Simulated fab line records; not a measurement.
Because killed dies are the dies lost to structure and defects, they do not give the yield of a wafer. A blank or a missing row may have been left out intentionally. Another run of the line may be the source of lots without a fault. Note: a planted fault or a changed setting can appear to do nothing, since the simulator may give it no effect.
Comparing a struck lot with a sound one || flow sky130 || 16 out of 708 route steps
Sound: wafers L346.1, L346.3, L346.6. Struck: wafers L352.2, L352.4. (L352.1 of the same lot was not struck and is left out.) The cause comes at the end.
At each step with rows: each side's tool, then ch and its chambers, then its first start. Under that, the readings that differ: sound wafers || struck wafers || difference of the means || sigmas: that difference in standard deviations of wafers without a fault.
alike: a reading whose means differ by less than 2 such deviations, as well as words and numbers matching on both sides. not compared: withheld readings; readings where some wafer has no value; bounds like >300 that might hide an equal value; numbers whose values overlap and for which the record gives no deviation.
Wherever a step has rows on one side only, a row that says differs or no value, or a row with sigmas, the two part there. When numbers do not overlap yet have no deviation, they are printed without sigmas and do not part them. A reading missing from all wafers of one side parts the sides only when that side holds two or more wafers.

SKY_NWELL_RS_MEAS_29: the measuring method here is four-point-probe.
  sound: film_metro-03 at day 6 20:32; struck: film_metro-01 at day 8 07:41
  alike: NWELL_RS
SKY_NWELL_RS_MEAS_31: the measuring method here is four-point-probe.
  sound: film_metro-03 at day 6 20:46; struck: film_metro-01 at day 8 07:56
  alike: PWDE_RS
then, 7 steps without rows for these wafers: SKY_VT_ADJUST_HVTP_DEHYDRATE_00 (time 60 s); SKY_VT_ADJUST_HVTP_HMDS_01 (prime time 60 s); SKY_VT_ADJUST_HVTP_COAT_02 (resist thk 1140 nm); SKY_VT_ADJUST_HVTP_SOFTBAKE_03 (time 60 s); SKY_VT_ADJUST_HVTP_EXPOSE_04 (exposes mask HVTPM, target cd 380 nm); SKY_VT_ADJUST_HVTP_PEB_05; SKY_VT_ADJUST_HVTP_DEVELOP_06 (develop time 60 s).
SKY_VT_ADJUST_HVTP_CD_MEAS_07: the cd target is 380 nm.
  sound: cd_sem-01 at day 7 15:58; struck: cd_sem-01 at day 9 04:24
  alike: cd_nm
SKY_VT_ADJUST_HVTP_OVL_MEAS_08:
  sound: overlay-02 at day 7 16:05; struck: overlay-01 at day 9 04:31
{"reading": "VT_ADJUST_HVTP_OVL (nm)", "sound": "-0.9 -2.6 -2.1", "struck": "1.0 2.9", "difference": "+3.8", "sigmas": "+3"}
SKY_VT_ADJUST_HVTP_IMPLANT_09:
  sound on implanter-01 ch 0, day 7 16:08; struck on implanter-01 ch 0, day 9 04:34
  alike: beam_energy_keV
SKY_VT_ADJUST_HVTP_STRIP_10: strips in O2/N2.
  sound on plasma_asher-02 ch 0,1, day 7 16:17; struck on plasma_asher-03 ch 0,1, day 9 04:43
{"reading": "drypump_motor_current_A (A)", "sound": "4.7 5.2 4.7", "struck": "5.6 6.1", "difference": "+1.0", "sigmas": "+2"}
  alike: n2_flow_sccm, oes_product_au, strip_time_to_endpoint_s
  not compared: rf_hours_counter_h
SKY_VT_ADJUST_HVTP_TW_MEAS_11:
  sound: film_metro-04 at day 7 16:23; struck: film_metro-04 at day 9 04:49
{"reading": "VT_ADJUST_HVTP_TW", "sound": "1375 1375 1369", "struck": "1315 1318", "difference": -56, "sigmas": -5}
then, 1 step without rows for these wafers: SKY_VT_ADJUST_LVTN_DEHYDRATE_00 (time 60 s).
-- record jumps: 40 days separate the struck wafers' starts on either side; left off in module VT_ADJUST_LVTN, taken up again in module PAD_OPEN, whose first shown step is the route's number 708 --
SKY_PAD_OPEN_PROBE_99:
  sound: prober-01 at day 47 04:13; struck: prober-02 at day 49 07:24
{"reading": "model.etest.tip_p.rs_ohm_sq", "sound": "6822 6836 6821", "struck": "6194 6197", "difference": -631, "sigmas": ""}
{"reading": "model.etest.tip_p.rs_ohm_sq_range", "sound": "188.1 133 295.5", "struck": "738.6 729.8", "difference": "+528.7", "sigmas": ""}
{"reading": "model.etest.tip_p.rs_ohm_sq_rim_less_centre", "sound": "-101.8 -116.9 -157.5", "struck": "244.7 153.4", "difference": "+324.5", "sigmas": ""}
{"reading": "model.etest.pfet_01v8.r_on_ohm_um", "sound": "3062 2929 2927", "struck": "2661 2535", "difference": -375, "sigmas": ""}
{"reading": "model.etest.pfet_01v8.drive_ua_um", "sound": "178.5 188.9 191.9", "struck": "225.1 238.6", "difference": "+45.4", "sigmas": ""}
{"reading": "model.etest.pfet_01v8_mvt.drive_ua_um", "sound": "145.8 148.9 152.6", "struck": "184.6 190.2", "difference": "+38.3", "sigmas": ""}
{"reading": "model.etest.pfet_01v8.drive_ua_um_range", "sound": "11.05 6.601 6.358", "struck": "42.86 47.3", "difference": "+37.08", "sigmas": ""}
{"reading": "model.etest.pfet_01v8_hvt.drive_ua_um", "sound": "133.5 139.6 141.2", "struck": "164.5 177.3", "difference": "+32.8", "sigmas": ""}
  alike: killed_at_M0_to_M3, killed_at_M4_up, killed_at_contacts, killed_at_front_end, killed_at_other, killed_dies, killed_open, killed_short

WHERE THEY PART
First at SKY_VT_ADJUST_HVTP_OVL_MEAS_08; last, within this record, at SKY_VT_ADJUST_HVTP_TW_MEAS_11. Later steps at which nothing parts them and some readings are alike: SKY_PAD_OPEN_PROBE_99.

WHY: whatever the simulator had introduced
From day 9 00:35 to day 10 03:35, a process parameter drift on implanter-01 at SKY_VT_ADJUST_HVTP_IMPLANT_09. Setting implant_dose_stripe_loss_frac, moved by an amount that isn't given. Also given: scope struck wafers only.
